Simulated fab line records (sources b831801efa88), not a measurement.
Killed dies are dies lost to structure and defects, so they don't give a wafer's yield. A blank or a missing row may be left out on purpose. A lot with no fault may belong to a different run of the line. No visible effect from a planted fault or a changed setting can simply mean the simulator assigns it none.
Tool commonality check :: flow gf180mcu :: 36 wafers sampled across 12 lots

## WHY IT WAS OPENED
At GF_M4_CD_MEAS_14 the reading cd_nm is flagged on 2 of 12 lots. No-fault wafers: 280.4 nm, standard deviation 1.2.
Rule: a lot is flagged when every wafer of it that has a number lies more than 4 standard deviations from that mean, or none has a number. All remaining lots are regarded as sound.

lot: L770
measured: day 23 21:20
on: cd_sem-01
cd_nm (nm), wafer by wafer: 280.9 281.5 281.1
flag: 

lot: L771
measured: day 24 00:19
on: cd_sem-01
cd_nm (nm), wafer by wafer: 279.5 279.7 279.6
flag: 

lot: L772
measured: day 24 12:14
on: cd_sem-01
cd_nm (nm), wafer by wafer: 279.9 279.5 279.7
flag: 

lot: L774
measured: day 25 03:59
on: cd_sem-01
cd_nm (nm), wafer by wafer: 280.1 280.8 280.5
flag: 

lot: L776
measured: day 25 22:40
on: cd_sem-02
cd_nm (nm), wafer by wafer: 290.6 291.1 289.3
flag: FLAGGED

lot: L777
measured: day 26 06:38
on: cd_sem-02
cd_nm (nm), wafer by wafer: 291.3 289.4 290.3
flag: FLAGGED

lot: L782
measured: day 27 16:38
on: cd_sem-01
cd_nm (nm), wafer by wafer: 278.9 279.3 278.5
flag: 

lot: L785
measured: day 28 19:55
on: cd_sem-02
cd_nm (nm), wafer by wafer: 279.8 279.6 280.7
flag: 

lot: L787
measured: day 29 15:03
on: cd_sem-02
cd_nm (nm), wafer by wafer: 280.7 279.8 280.2
flag: 

lot: L788
measured: day 29 15:30
on: cd_sem-02
cd_nm (nm), wafer by wafer: 281.6 281.1 281.3
flag: 

lot: L791
measured: day 30 10:41
on: cd_sem-02
cd_nm (nm), wafer by wafer: 282.7 282.7 281.3
flag: 

lot: L792
measured: day 30 16:44
on: cd_sem-02
cd_nm (nm), wafer by wafer: 281.8 278.7 279.9
flag: 
The numbers of the flagged lots are 290.3 nm on average: +9.9 nm against the usual, or +8 standard deviations.

## LOT BY LOT: THE TOOL USED
3 process steps preceding the reading are held in the record, out of 602 steps in the route. Each cell gives the tool, then ch followed by the chambers the sampled wafers passed through, then the start.
lot: L770
flag: 
GF_M4_SPUTTER_02: pvd_sputter-02, day 22 22:37
GF_M4_SPUTTER_03: pvd_sputter-02, day 22 22:38
GF_M4_SOFTBAKE_10: litho_track-04 ch 0, day 23 10:05

lot: L771
flag: 
GF_M4_SPUTTER_02: pvd_sputter-02, day 23 02:21
GF_M4_SPUTTER_03: pvd_sputter-02, day 23 02:23
GF_M4_SOFTBAKE_10: litho_track-04 ch 0, day 23 13:32

lot: L772
flag: 
GF_M4_SPUTTER_02: pvd_sputter-04, day 23 13:46
GF_M4_SPUTTER_03: pvd_sputter-04, day 23 13:48
GF_M4_SOFTBAKE_10: litho_track-02 ch 0, day 24 00:44

lot: L774
flag: 
GF_M4_SPUTTER_02: pvd_sputter-01, day 24 05:39
GF_M4_SPUTTER_03: pvd_sputter-01, day 24 05:41
GF_M4_SOFTBAKE_10: litho_track-04 ch 0, day 24 17:30

lot: L776
flag: FLAGGED
GF_M4_SPUTTER_02: pvd_sputter-02, day 25 01:25
GF_M4_SPUTTER_03: pvd_sputter-02, day 25 01:27
GF_M4_SOFTBAKE_10: litho_track-04 ch 0, day 25 11:41

lot: L777
flag: FLAGGED
GF_M4_SPUTTER_02: pvd_sputter-04, day 25 09:28
GF_M4_SPUTTER_03: pvd_sputter-04, day 25 09:30
GF_M4_SOFTBAKE_10: litho_track-04 ch 0, day 25 20:26

lot: L782
flag: 
GF_M4_SPUTTER_02: pvd_sputter-01, day 26 21:13
GF_M4_SPUTTER_03: pvd_sputter-01, day 26 21:15
GF_M4_SOFTBAKE_10: litho_track-01 ch 0, day 27 06:46

lot: L785
flag: 
GF_M4_SPUTTER_02: pvd_sputter-04, day 28 00:19
GF_M4_SPUTTER_03: pvd_sputter-04, day 28 00:21
GF_M4_SOFTBAKE_10: litho_track-01 ch 0, day 28 10:13

lot: L787
flag: 
GF_M4_SPUTTER_02: pvd_sputter-02, day 28 20:22
GF_M4_SPUTTER_03: pvd_sputter-02, day 28 20:24
GF_M4_SOFTBAKE_10: litho_track-01 ch 0, day 29 05:53

lot: L788
flag: 
GF_M4_SPUTTER_02: pvd_sputter-04, day 28 20:22
GF_M4_SPUTTER_03: pvd_sputter-04, day 28 20:24
GF_M4_SOFTBAKE_10: litho_track-04 ch 0, day 29 06:02

lot: L791
flag: 
GF_M4_SPUTTER_02: pvd_sputter-02, day 29 15:47
GF_M4_SPUTTER_03: pvd_sputter-02, day 29 15:49
GF_M4_SOFTBAKE_10: litho_track-04 ch 0, day 30 01:04

lot: L792
flag: 
GF_M4_SPUTTER_02: pvd_sputter-02, day 29 22:36
GF_M4_SPUTTER_03: pvd_sputter-02, day 29 22:38
GF_M4_SOFTBAKE_10: litho_track-04 ch 0, day 30 07:57
These steps, and what they do:
- GF_M4_SPUTTER_02: material AlCu, target thk 450 nm, time 23.9 s.
- GF_M4_SPUTTER_03: material Ti, target thk 10 nm, time 6.7 s.
- GF_M4_SOFTBAKE_10: time 60 s.
- GF_M4_CD_MEAS_14: target cd 280 nm.

## FLAGGED OVER TOTAL, TOOL BY TOOL (the gauges that took the reading come last)
step: GF_M4_SPUTTER_02
tool: pvd_sputter-01
lots run: 2
flagged: 0
share of the flagged lots: none
sound lots run after its first flagged lot: -

step: GF_M4_SPUTTER_02
tool: pvd_sputter-02
lots run: 6
flagged: 1
share of the flagged lots: some
sound lots run after its first flagged lot: 3 (L787,L791,L792)

step: GF_M4_SPUTTER_02
tool: pvd_sputter-04
lots run: 4
flagged: 1
share of the flagged lots: some
sound lots run after its first flagged lot: 2 (L785,L788)

step: GF_M4_SPUTTER_03
tool: pvd_sputter-01
lots run: 2
flagged: 0
share of the flagged lots: none
sound lots run after its first flagged lot: -

step: GF_M4_SPUTTER_03
tool: pvd_sputter-02
lots run: 6
flagged: 1
share of the flagged lots: some
sound lots run after its first flagged lot: 3 (L787,L791,L792)

step: GF_M4_SPUTTER_03
tool: pvd_sputter-04
lots run: 4
flagged: 1
share of the flagged lots: some
sound lots run after its first flagged lot: 2 (L785,L788)

step: GF_M4_SOFTBAKE_10
tool: litho_track-01
lots run: 3
flagged: 0
share of the flagged lots: none
sound lots run after its first flagged lot: -

step: GF_M4_SOFTBAKE_10
tool: litho_track-02
lots run: 1
flagged: 0
share of the flagged lots: none
sound lots run after its first flagged lot: -

step: GF_M4_SOFTBAKE_10
tool: litho_track-04
lots run: 8
flagged: 2
share of the flagged lots: all
sound lots run after its first flagged lot: 3 (L788,L791,L792)

step: GF_M4_CD_MEAS_14
tool: cd_sem-01
lots run: 5
flagged: 0
share of the flagged lots: none
sound lots run after its first flagged lot: -

step: GF_M4_CD_MEAS_14
tool: cd_sem-02
lots run: 7
flagged: 2
share of the flagged lots: all
sound lots run after its first flagged lot: 5 (L785,L787,L788,L791,L792)

## THE TABLE: WHAT IT ALLOWS
2 rows of the table ran every flagged lot: litho_track-04 at GF_M4_SOFTBAKE_10, cd_sem-02 at GF_M4_CD_MEAS_14.
- litho_track-04 at GF_M4_SOFTBAKE_10: 2 of its 8 lots flagged. Lots that were sound ran on it after the first flagged one (L788, L791, L792); a persistent fault on the entire tool would not allow that. Its own readings lie more than 4 standard deviations out on every wafer of the flagged lots: heater_power_total_W, plate_temp_C.
- cd_sem-02 at GF_M4_CD_MEAS_14: 2 of its 7 lots flagged. Lots that were sound ran on it after the first flagged one (L785, L787, L788, L791, L792); a persistent fault on the entire tool would not allow that.
Every row of the table either missed a flagged lot or ran a sound lot after the first.

## WHAT WAS PUT IN BY THE SIMULATOR
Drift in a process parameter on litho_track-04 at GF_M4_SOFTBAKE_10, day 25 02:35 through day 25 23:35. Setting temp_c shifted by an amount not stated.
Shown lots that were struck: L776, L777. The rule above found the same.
